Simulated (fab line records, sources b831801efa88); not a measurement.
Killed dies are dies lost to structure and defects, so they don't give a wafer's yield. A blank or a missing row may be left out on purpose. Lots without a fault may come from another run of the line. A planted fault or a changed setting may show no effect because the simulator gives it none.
One fault seen from 2 desks | flow gf180mcu | each desk has only its own numbers; what lay behind them comes last

THE TOOL OWNER'S DESK: pvd_sputter-02
The tool's own readings at GF_M1_SPUTTER_00 (material Ti, target thk 37.5 nm, time 150 s): means of the sampled wafers that have a number, for each lot that ran on this tool. A lot is out of limits, marked OUT, if its mean lies more than 4 standard deviations from the usual mean; the brackets give that distance.
Columns: A = throttle_valve_pct at GF_M1_SPUTTER_00, usual 29.8 %
lot  | first seen here | A
L284 | day 19 20:19    | 30.2
L285 | day 20 04:06    | 29.9
L294 | day 22 23:01    | 29.2
This desk's finding: nothing out of limits on any of the 3 lots.

THE METROLOGY DESK
What the gauges read, lot by lot, whatever tool the lot ran on: means of the sampled wafers that have a number. A lot is out of limits, marked OUT, if its mean lies more than 4 standard deviations from the usual mean; the brackets give that distance. Of its 9 readings 7 are shown: those that lie furthest out on some lot.
Columns: A = CONTACT_W_THK at GF_CONTACT_THK_MEAS_26, usual 308 nm; B = M1_ALCU_THK at GF_M1_THK_MEAS_06, usual 441 nm; C = cd_nm at GF_M1_CD_MEAS_14, usual 230.3 nm; D = M1_OVL at GF_M1_OVL_MEAS_15, usual -3 nm; E = V1_CVD_00_THK at GF_V1_THK_MEAS_01, usual 598 nm; F = V1_CVD_02_THK at GF_V1_THK_MEAS_03, usual 851 nm; G = V1_BOW at GF_V1_BOW_MEAS_05, usual 82 um
lot  | first seen here | A   | B   | C     | D  | E   | F   | G
L276 | day 16 14:08    | 302 | 441 | 230.7 | -4 | 600 | 848 | 73
L284 | day 19 19:37    | 309 | 436 | 230.6 | 2  | 595 | 846 | 87
L285 | day 20 03:38    | 309 | 441 | 229.7 | -4 | 596 | 845 | 71
L294 | day 22 22:31    | 310 | 441 | 231.1 | -3 | 600 | 861 | 86
L293 | day 22 23:57    | 310 | 445 | 232.1 | -1 | 590 | 855 | 88
L298 | day 24 11:46    | 312 | 442 | 230.0 | -5 | 609 | 851 | 95
This desk's finding: nothing out of limits on any of the 6 lots.

PUT TOGETHER
The tool owner's desk saw nothing out of limits.
The metrology desk saw nothing out of limits.

WHAT THE SIMULATOR HAD PUT IN
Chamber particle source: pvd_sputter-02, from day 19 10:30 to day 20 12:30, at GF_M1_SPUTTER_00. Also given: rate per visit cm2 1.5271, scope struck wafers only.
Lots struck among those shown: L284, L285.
